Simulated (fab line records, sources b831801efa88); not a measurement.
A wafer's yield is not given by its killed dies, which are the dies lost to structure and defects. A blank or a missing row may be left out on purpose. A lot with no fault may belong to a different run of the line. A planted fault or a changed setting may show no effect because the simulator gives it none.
fab line records ; flow sky130
[record] lots = 5; wafers = 15; last_day = 50
route steps=708 shown SONOS_TUNNEL@160 SONOS_ONO@168 GATE_OXIDE@187 PAD_OPEN@708
lots that met no fault: taken from a fault-free run of the same line
start_h: the number of hours between the record's first day and the start of the first shown wafer of the lot ; wait_h: time in hours since the lot's previous step ; " same as the row above ; L1.1+2: one row covering several wafers at once ; - no value, or no start was given ; * or withheld: withheld ; < > ~ a bound
route shown NAME@n: NAME is a module with steps in the file, n the number in the route of the first one ; usual: mean/standard deviation of fault-free wafers ; same: alike in all rows ; chamber/n: place in a boat ; sites: readings site by site ; _std_site: their standard deviation ; _edge_site: mean of outer sites minus mean of inner sites ; radius_mm: how far each site lies from the wafer's centre ; mask NAME#n: copy n ; behind: the tool/chamber that last shaped the wafer ; hold: why the lot went on hold/how many hours it stayed there/how the hold came to an end ; device: which transistor (n, p or np) failed to switch ; end of line: tests run on the same wafers once the route is complete ; for a step that has no rows: nothing shown but its recipe ; killed: dies lost to structure and defects at the first sort, not the wafer's yield ; map: dies across one wafer; x = killed, . = not, _ = none there
set.NAME: setting as actually run; set.NAME@STEP: the setting as run at that earlier step ; model.NAME: the simulator's own value behind a step, which no gauge read
lots at some steps of the route; a table a step, a row a wafer
services: when a tool's chamber went out of use (start_h, in hours from the record's first day, below 0 if earlier), for how many hours, and the reason
[[steps]]
[step SKY_SONOS_TUNNEL_DEVELOP_06]
[recipe] resist = NOVOLAK; developer = TMAH; develop_time_s = 60; dev_temp_c = 23
[step SKY_SONOS_TUNNEL_IMPLANT_09]
[recipe] species = B; energy_kev = 20; dose_cm2 = 1e+12; tilt_deg = withheld
[step SKY_SONOS_TUNNEL_WET_ETCH_10]
[recipe] chemistry = dHF; target_depth_nm = 14; target = SiO2; dilution = 100:1; temp_c = 25; time_s = 280
[step SKY_SONOS_TUNNEL_STRIP_11]
[recipe] chemistry = SPM; time_s = 600; temp_c = 130
[step SKY_SONOS_TUNNEL_CLEAN_13]
[recipe] chemistry = dHF; time_s = 20; dilution = 100:1; dry = ipa_marangoni
[step SKY_SONOS_ONO_OXIDATION_00]
[recipe] temp_c = 800; ambient = O2; idle_temp_c = 700; ramp_up_c_per_min = 10; ramp_down_c_per_min = 3; stabilise_s = 600; purge_s = 300; target_thk_a = 26; ox_time_s = 1249
[step SKY_SONOS_ONO_CVD_02]
[recipe] material = Si3N4; precursor = DCS/NH3; target_thk_nm = 10.5; temp_c = 770; time_s = 180; pressure_mtorr = 250
[step SKY_SONOS_ONO_CVD_04]
[recipe] material = SiO2; precursor = SiH4/N2O; target_thk_nm = 5.7199; temp_c = 900; pressure_mtorr = 400
[usual] spike_tc_bottom_C = 918.7/2.9; spike_tc_centre_C = 902.2/0.99; spike_tc_lower_C = 899.0/1.5; spike_tc_top_C = 913.3/1.2; spike_tc_upper_C = 900.8/1.1; susceptor_temp_C = 900.0/0.39; zone_power_centre_pct = 17.5/0.68; zone_power_lower_pct = 19.2/1.1; zone_power_top_pct = 35.2/0.59; zone_power_upper_pct = 18.7/0.34
lot.wafer;tool;chamber;start_h;wait_h;spike_tc_bottom_C;spike_tc_centre_C;spike_tc_lower_C;spike_tc_top_C;spike_tc_upper_C;susceptor_temp_C;zone_power_centre_pct;zone_power_lower_pct;zone_power_top_pct;zone_power_upper_pct;model.SiO2_of_SONOS_ONO_CVD_04.thk_nm
L751.1;lpcvd-03;1;319.80;0.1;921.1;901.2;897.6;911.6;899.7;900.7;18.1;20.1;34.9;18.2;5.842
L751.4;lpcvd-03;1;319.80;0.1;919.2;903.4;897.4;912.7;902.1;900.2;17.8;20.0;34.5;18.5;6.006
L751.6;lpcvd-03;1;319.80;0.1;920.5;902.3;898.7;910.8;899.6;899.8;17.7;20.5;35.0;18.5;5.859
L753.2;lpcvd-03;1;342.11;0.0;920.1;904.1;897.6;913.1;898.8;899.7;18.1;20.5;35.1;18.5;5.627
L753.4;lpcvd-03;1;342.11;0.0;920.0;903.2;897.9;912.9;900.5;900.5;18.0;19.8;34.7;18.3;5.638
L753.6;lpcvd-03;1;342.11;0.0;918.7;904.2;897.6;912.5;901.1;899.7;18.0;20.1;34.6;18.5;5.62
L761.1;lpcvd-03;1;398.30;0.1;971.8;954.7;951.4;964.7;952.8;953.1;20.6;23.5;38.7;21.1;9.199
L761.2;lpcvd-03;1;398.30;0.1;973.9;954.9;949.5;965.7;952.9;952.6;20.7;23.1;39.1;21.1;9.239
L761.5;lpcvd-03;1;398.30;0.1;973.8;956.1;951.0;964.5;951.8;953.5;20.8;22.8;38.6;20.8;9.124
L762.3;lpcvd-03;0;411.16;0.0;967.4;955.1;953.0;966.0;954.7;953.3;18.9;20.8;40.0;21.7;8.986
L762.4;lpcvd-03;0;411.16;0.0;969.0;953.9;952.8;967.1;954.8;952.3;19.6;20.1;39.7;22.1;9.141
L762.6;lpcvd-03;0;411.16;0.0;968.8;955.4;954.4;965.5;952.6;952.6;19.2;20.8;39.3;21.9;9.107
L763.1;lpcvd-03;1;416.68;0.1;974.2;954.5;950.3;967.2;955.4;952.6;20.8;23.6;38.3;21.2;9.311
L763.2;lpcvd-03;1;416.68;0.1;974.3;954.2;952.1;965.8;955.9;952.3;20.5;22.9;39.1;21.3;9.267
L763.3;lpcvd-03;1;416.68;0.1;973.5;954.2;951.1;964.6;955.9;952.3;20.1;23.3;38.1;21.4;9.179
[step SKY_SONOS_ONO_THK_MEAS_05]
[recipe] reads = SiO2_of_SONOS_ONO_CVD_04
[usual] SONOS_ONO_CVD_04_THK = 5.73/0.1
lot.wafer;tool;chamber;start_h;wait_h;SONOS_ONO_CVD_04_THK[nm]
L751.1;film_metro-03;-;321.68;0.0;5.81
L751.4;film_metro-03;-;321.68;0.0;6.02
L751.6;film_metro-03;-;321.68;0.0;5.83
L753.2;film_metro-01;-;343.37;0.0;5.63
L753.4;film_metro-01;-;343.37;0.0;5.62
L753.6;film_metro-01;-;343.37;0.0;5.60
L761.1;film_metro-03;-;399.55;0.0;9.22
L761.2;film_metro-03;-;399.55;0.0;9.23
L761.5;film_metro-03;-;399.55;0.0;9.17
L762.3;film_metro-03;-;412.43;0.0;8.96
L762.4;film_metro-03;-;412.43;0.0;9.13
L762.6;film_metro-03;-;412.43;0.0;9.08
L763.1;film_metro-04;-;417.93;0.0;9.35
L763.2;film_metro-04;-;417.93;0.0;9.24
L763.3;film_metro-04;-;417.93;0.0;9.20
[step SKY_SONOS_ONO_DEHYDRATE_06]
[recipe] temp_c = 200; time_s = 60
[step SKY_SONOS_ONO_HMDS_07]
[recipe] prime_time_s = 60; prime_temp_c = 120
[step SKY_SONOS_ONO_COAT_08]
[recipe] resist = NOVOLAK; spin_rpm = 3000; resist_thk_nm = 1140
[step SKY_SONOS_ONO_SOFTBAKE_09]
[recipe] temp_c = 90; time_s = 60; resist = NOVOLAK
[step SKY_SONOS_ONO_EXPOSE_10]
[recipe] mask_id = ONOM; target_cd_nm = 410; na = 0.6; source_shape = conventional; sigma_outer = 0.6; dose_mj = 150
[step SKY_SONOS_ONO_PEB_11]
[recipe] temp_c = withheld; time_s = *; resist = NOVOLAK
[step SKY_SONOS_ONO_DEVELOP_12]
[recipe] develop_time_s = 60; dev_temp_c = 23
[step SKY_SONOS_ONO_ETCH_15]
[recipe] target_depth_nm = 19.52; chemistry = CHF3/O2; source_w = 600; bias_w = 200; pressure_mtorr = 40; chf3_flow_sccm = 50; O2_flow_sccm = 5; time_s = 7.8
[step SKY_SONOS_ONO_WET_ETCH_16]
[recipe] chemistry = dHF; target_depth_nm = 14; dry = n2_spin; target = SiO2; dilution = 100:1; temp_c = 25; time_s = 280
[step SKY_SONOS_ONO_STRIP_17]
[recipe] chemistry = O2/N2; power_w = 1400; pressure_mtorr = 1500; platen_temp_c = withheld; o2_flow_sccm = 3000; n2_flow_sccm = 300; overash_fraction = 0.5
[step SKY_SONOS_ONO_WET_ETCH_18]
[recipe] chemistry = H3PO4; target_depth_nm = 15; target = Si3N4; temp_c = 160; time_s = 172
[step SKY_GATE_OXIDE_CLEAN_00]
[recipe] chemistry = SC1/SC2; mix = 1:4:20; temp_c = 70; time_s = 150; dry = n2_spin
[step SKY_GATE_OXIDE_OXIDATION_01]
[recipe] temp_c = 900; ambient = O2; stabilise_s = 600; purge_s = 300; target_thk_a = 102.68; ox_time_s = 1473
[step SKY_GATE_OXIDE_DEHYDRATE_03]
[recipe] temp_c = 200; time_s = 60
[step SKY_GATE_OXIDE_HMDS_04]
[recipe] prime_time_s = 60; prime_temp_c = 120
[step SKY_GATE_OXIDE_COAT_05]
[recipe] resist = NOVOLAK; spin_rpm = 3000; resist_thk_nm = 1140
[step SKY_GATE_OXIDE_SOFTBAKE_06]
[recipe] temp_c = 90; time_s = 60; resist = NOVOLAK
[step SKY_GATE_OXIDE_EXPOSE_07]
[recipe] mask_id = LVOM; na = 0.6; source_shape = conventional; sigma_outer = 0.6; polarization = unpolarized; target_cd_nm = 600; dose_mj = 170
[step SKY_GATE_OXIDE_PEB_08]
[recipe] temp_c = withheld; time_s = *; resist = NOVOLAK
[step SKY_GATE_OXIDE_DEVELOP_09]
[recipe] resist = NOVOLAK; developer = TMAH; develop_time_s = 60; dev_temp_c = 23
[step SKY_GATE_OXIDE_IMPLANT_11]
[recipe] species = B; energy_kev = 10; dose_cm2 = 2.6e+12; tilt_deg = withheld
[step SKY_GATE_OXIDE_WET_ETCH_12]
[recipe] chemistry = dHF; target_depth_nm = 16.8; dry = n2_spin; target = SiO2; dilution = 100:1; temp_c = 25; time_s = 336
[step SKY_GATE_OXIDE_STRIP_13]
[recipe] chemistry = O2/N2; power_w = 1400; pressure_mtorr = 1500; platen_temp_c = withheld; o2_flow_sccm = 3000; n2_flow_sccm = 300; overash_fraction = 0.5
[step SKY_GATE_OXIDE_CLEAN_15]
[recipe] chemistry = SC1/SC2; mix = 1:4:20; temp_c = 70; time_s = 150; dry = n2_spin
[usual] bath_heat_duty_pct = 13.4/1.6; temp_c = 70.03/0.12
lot.wafer;tool;chamber;start_h;wait_h;bath_heat_duty_pct;temp_c;model.SiO2_of_SONOS_ONO_CVD_04.thk_nm
L751.1;wet_bench-03;0;380.03;0.1;13.9;70.04;4.322
L751.4;wet_bench-03;0;380.03;0.1;13.2;70.14;4.485
L751.6;wet_bench-03;0;380.03;0.1;12.9;70.08;4.343
L753.2;wet_bench-01;2;401.33;0.0;14.0;70.02;4.122
L753.4;wet_bench-01;2;401.33;0.0;13.7;70.05;4.128
L753.6;wet_bench-01;2;401.33;0.0;13.6;70.14;4.11
L761.1;wet_bench-01;3;462.44;0.1;14.5;69.71;7.669
L761.2;wet_bench-01;3;462.44;0.1;13.6;69.87;7.706
L761.5;wet_bench-01;3;462.44;0.1;14.9;69.73;7.59
L762.3;wet_bench-04;2;476.26;0.0;12.1;70.09;7.456
L762.4;wet_bench-04;2;476.26;0.0;12.0;69.88;7.62
L762.6;wet_bench-04;2;476.26;0.0;12.6;70.12;7.582
L763.1;wet_bench-03;0;481.30;0.1;11.3;70.14;7.801
L763.2;wet_bench-03;0;481.30;0.1;13.1;69.96;7.759
L763.3;wet_bench-03;0;481.30;0.1;14.2;70.06;7.667
[step SKY_PAD_OPEN_PROBE_99]
[usual] killed_at_M0_to_M3 = 42/6.9; killed_at_M4_up = 3.2/1.7; killed_at_contacts = 23/5.5; killed_at_front_end = 16/4; killed_at_other = 0.4/0.55; killed_dies = 85/9.2; killed_open = 46/6.8; killed_short = 38/6.2
[same] gross_dies = 492; killed_at_back_side = 0
lot.wafer;tool;chamber;start_h;wait_h;killed_at_M0_to_M3;killed_at_M4_up;killed_at_contacts;killed_at_front_end;killed_at_other;killed_dies;killed_open;killed_short
L751.1;prober-01;-;1129.17;0.1;45;2;25;9;0;81;48;33
L751.4;prober-01;-;1129.32;0.2;36;6;24;20;0;86;55;31
L751.6;prober-01;-;1129.42;0.2;46;4;20;10;0;80;42;38
L753.2;prober-01;-;1142.78;0.1;36;0;25;13;0;74;40;34
L753.4;prober-01;-;1142.88;0.2;30;3;22;14;1;70;39;31
L753.6;prober-01;-;1142.98;0.2;42;2;17;12;1;74;45;29
L761.1;prober-02;-;1176.48;0.1;37;6;28;20;0;91;46;45
L761.2;prober-02;-;1176.53;0.1;37;3;23;12;0;75;37;37
L761.5;prober-02;-;1176.68;0.2;37;1;34;15;1;88;48;40
L762.3;prober-01;-;1187.23;0.2;49;2;20;20;0;91;44;47
L762.4;prober-01;-;1187.28;0.2;50;5;24;17;0;96;57;39
L762.6;prober-01;-;1187.38;0.2;45;4;20;19;0;88;51;37
L763.1;prober-02;-;1188.63;0.1;39;0;25;22;0;86;43;39
L763.2;prober-02;-;1188.68;0.1;39;3;33;12;0;87;50;36
L763.3;prober-02;-;1188.73;0.2;40;3;21;15;1;80;36;42
// killed by level:class
L751.1 LI_CONTACT:geometric_particle:open=9 VIA1:geometric_particle:open=9 VIA2:geometric_particle:open=9 CONTACT:geometric_particle:open=8 METAL2:geometric_particle:short=7 VIA3:geometric_particle:open=5 METAL1:geometric_particle:short=4 FIELD_ISO:geometric_particle:open=3
L751.4 VIA2:geometric_particle:open=10 CONTACT:geometric_particle:open=10 VIA1:geometric_particle:open=9 POLY_GATE:geometric_particle:open=6 FIELD_ISO:geometric_particle:open=5 VIA3:geometric_particle:open=5 METAL4:geometric_particle:short=5 LI_CONTACT:geometric_particle:open=4
L751.6 VIA2:geometric_particle:open=11 CONTACT:geometric_particle:open=10 METAL2:geometric_particle:short=7 VIA2:geometric_particle:short=6 VIA3:geometric_particle:open=6 POLY_GATE:geometric_particle:short=5 VIA1:geometric_particle:open=5 VIA3:geometric_particle:short=5
L753.2 VIA1:geometric_particle:open=9 CONTACT:geometric_particle:short=7 CONTACT:geometric_particle:open=7 VIA3:geometric_particle:open=7 FIELD_ISO:geometric_particle:short=5 LI_CONTACT:geometric_particle:short=5 LI_CONTACT:geometric_particle:open=4 METAL2:geometric_particle:short=4
L753.4 CONTACT:geometric_particle:open=10 VIA1:geometric_particle:open=7 VIA3:geometric_particle:open=6 LI_CONTACT:geometric_particle:short=5 VIA2:geometric_particle:open=5 LOCAL_INTERCONNECT:geometric_particle:short=4 METAL1:geometric_particle:short=4 FIELD_ISO:geometric_particle:open=3
L753.6 VIA1:geometric_particle:open=12 VIA3:geometric_particle:open=11 CONTACT:geometric_particle:open=7 FIELD_ISO:geometric_particle:open=5 LI_CONTACT:geometric_particle:short=5 METAL2:geometric_particle:short=5 LI_CONTACT:geometric_particle:open=3 METAL1:geometric_particle:short=3
L761.1 VIA1:geometric_particle:open=10 LI_CONTACT:geometric_particle:open=8 CONTACT:geometric_particle:open=7 FIELD_ISO:geometric_particle:open=6 METAL2:geometric_particle:short=6 POLY_GATE:geometric_particle:short=5 LOCAL_INTERCONNECT:geometric_particle:short=5 METAL3:geometric_particle:short=5
L761.2 VIA1:geometric_particle:open=10 CONTACT:geometric_particle:open=9 CONTACT:geometric_particle:short=7 METAL2:geometric_particle:short=7 VIA1:geometric_particle:short=5 FIELD_ISO:geometric_particle:open=4 FIELD_ISO:geometric_particle:short=4 LI_CONTACT:geometric_particle:open=4
L761.5 VIA1:geometric_particle:open=17 CONTACT:geometric_particle:open=12 LI_CONTACT:geometric_particle:short=8 POLY_GATE:geometric_particle:short=6 VIA1:geometric_particle:short=6 LI_CONTACT:geometric_particle:open=5 LOCAL_INTERCONNECT:geometric_particle:short=5 FIELD_ISO:geometric_particle:short=4
L762.3 METAL1:geometric_particle:short=10 CONTACT:geometric_particle:open=7 VIA3:geometric_particle:open=7 VIA1:geometric_particle:open=6 VIA1:geometric_particle:short=6 FIELD_ISO:geometric_particle:open=5 LI_CONTACT:geometric_particle:open=5 METAL2:geometric_particle:short=5
L762.4 VIA1:geometric_particle:open=16 FIELD_ISO:geometric_particle:short=6 VIA2:geometric_particle:open=6 VIA3:geometric_particle:open=6 FIELD_ISO:geometric_particle:open=5 LI_CONTACT:geometric_particle:open=5 CONTACT:geometric_particle:open=5 VIA2:geometric_particle:short=5
L762.6 VIA2:geometric_particle:open=9 LI_CONTACT:geometric_particle:open=8 CONTACT:geometric_particle:open=8 METAL2:geometric_particle:short=7 VIA1:geometric_particle:open=6 FIELD_ISO:geometric_particle:open=5 POLY_GATE:geometric_particle:short=5 VIA3:geometric_particle:open=5
L763.1 CONTACT:geometric_particle:open=7 LI_CONTACT:geometric_particle:open=7 VIA1:geometric_particle:open=7 VIA3:geometric_particle:short=6 LI_CONTACT:geometric_particle:short=4 METAL2:geometric_particle:short=4 VIA1:geometric_particle:short=4 VIA2:geometric_particle:open=4
L763.2 CONTACT:geometric_particle:open=13 LI_CONTACT:geometric_particle:open=7 VIA3:geometric_particle:open=6 LOCAL_INTERCONNECT:geometric_particle:short=6 VIA1:geometric_particle:short=6 VIA1:geometric_particle:open=6 VIA2:geometric_particle:open=6 CONTACT:geometric_particle:short=5
L763.3 METAL1:geometric_particle:short=9 VIA1:geometric_particle:open=7 VIA3:geometric_particle:open=7 CONTACT:geometric_particle:open=6 METAL2:geometric_particle:short=6 LI_CONTACT:geometric_particle:open=5 CONTACT:geometric_particle:short=5 FIELD_ISO:geometric_particle:short=4
[[services]]
tool;chamber;start_h;hours;kind
wet_bench-01;-;315.85;3.9;repair
wet_bench-03;-;374.61;2.5;repair
wet_bench-01;-;397.78;1.9;pm
lpcvd-03;-;456.88;0.6;repair
lpcvd-03;-;474.01;0.8;repair
[[key]]
[first_sign] step = SKY_SONOS_ONO_CVD_04; reading = susceptor_temp_C; direction = up; sigmas = 99+; usual = *; struck = *
[effect] step = SKY_SONOS_ONO_CVD_04; reading = spike_tc_centre_C; direction = up; sigmas = 53; usual = 902.2; struck = 954.8
[effect] step = SKY_SONOS_ONO_THK_MEAS_05; reading = SONOS_ONO_CVD_04_THK; direction = up; sigmas = 34; usual = 5.73; struck = 9.18
[model_effect] step = SKY_SONOS_ONO_CVD_04; value = SiO2_of_SONOS_ONO_CVD_04.thk_nm; without = 5.753; struck = 9.173
[model_effect] step = SKY_GATE_OXIDE_CLEAN_15; value = SiO2_of_SONOS_ONO_CVD_04.thk_nm; without = 4.231; struck = 7.65
met_at SKY_SONOS_ONO_CVD_04
struck_wafers L761.1,L761.2,L761.5,L762.3,L762.4,L762.6,L763.1,L763.2,L763.3
tester_left_out L761,L762,L763
onset_between 342.11 398.30
[fault] kind = process_parameter_drift; tool = lpcvd-03; chamber = -; onset_h = 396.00; steps = SKY_SONOS_ONO_CVD_04; channel = temp_c; offset = *; shape = step; end_h = 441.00; stated = *
// tester_left_out: of these lots the tester's yield and bins aren't shown, on N5 and GAA mostly nor the transistor test; their killed dies are dies lost to structure and defects alone, not to doping, threshold or leakage, so they don't give the yield
